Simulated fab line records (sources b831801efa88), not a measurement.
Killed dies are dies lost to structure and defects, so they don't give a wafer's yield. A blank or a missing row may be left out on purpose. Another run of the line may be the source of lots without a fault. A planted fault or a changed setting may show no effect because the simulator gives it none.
Which tool was responsible?	flow sky130	18 wafers from 6 lots sampled at 2 of the route's 708 steps

WHAT THE GAUGES SHOWED, per wafer
SKY_SD_P_CD_MEAS_07: the cd target is 380 nm.
lot	measured	on	cd nm (nm)
L431	day 26 10:04	cd sem-01	382.4 382.7 380.7
L436	day 28 03:34	cd sem-02	378.6 379.3 378.4
L441	day 29 18:44	cd sem-02	380.3 383.3 383.3
L447	day 31 11:11	cd sem-02	380.7 384.1 382.8
L451	day 33 03:25	cd sem-02	375.5 377.3 375.3
L452	day 33 08:37	cd sem-01	377.3 379.2 376.2

TOOL THAT RAN EACH LOT (tool first, then ch and the chambers of the sampled wafers, then the start)
lot	SKY_SD_P_EXPOSE_04
L431	iline stepper-02 ch 0, day 25 19:31
L436	iline stepper-02 ch 0, day 27 13:37
L441	iline stepper-02 ch 0, day 29 05:31
L447	iline stepper-01 ch 0, day 30 20:47
L451	iline stepper-01 ch 0, day 32 13:34
L452	iline stepper-02 ch 0, day 32 19:34
- SKY_SD_P_EXPOSE_04: exposes mask PSDM, target cd 380 nm.

THE ANSWER, worked out from the rows above alone
Rule: usual is defined by the lots themselves. The widest of any qualifying gaps counts: lots, ordered by their means at a reading, are off when they make up no more than a third of the lots, leave a main group of 4 or more, and stand apart from it by 3 or more times the standard deviation of that group's means. A main group whose means are all the same, to the digits that the tables above print for the reading, isn't used. Also off: a lot with no number at a reading for which 4 or more lots have one. Any other lot the step has rows for is counted as sound.
Nothing can be told from this: no lot is off at any reading shown.

WHAT THE SIMULATOR HAD PUT IN
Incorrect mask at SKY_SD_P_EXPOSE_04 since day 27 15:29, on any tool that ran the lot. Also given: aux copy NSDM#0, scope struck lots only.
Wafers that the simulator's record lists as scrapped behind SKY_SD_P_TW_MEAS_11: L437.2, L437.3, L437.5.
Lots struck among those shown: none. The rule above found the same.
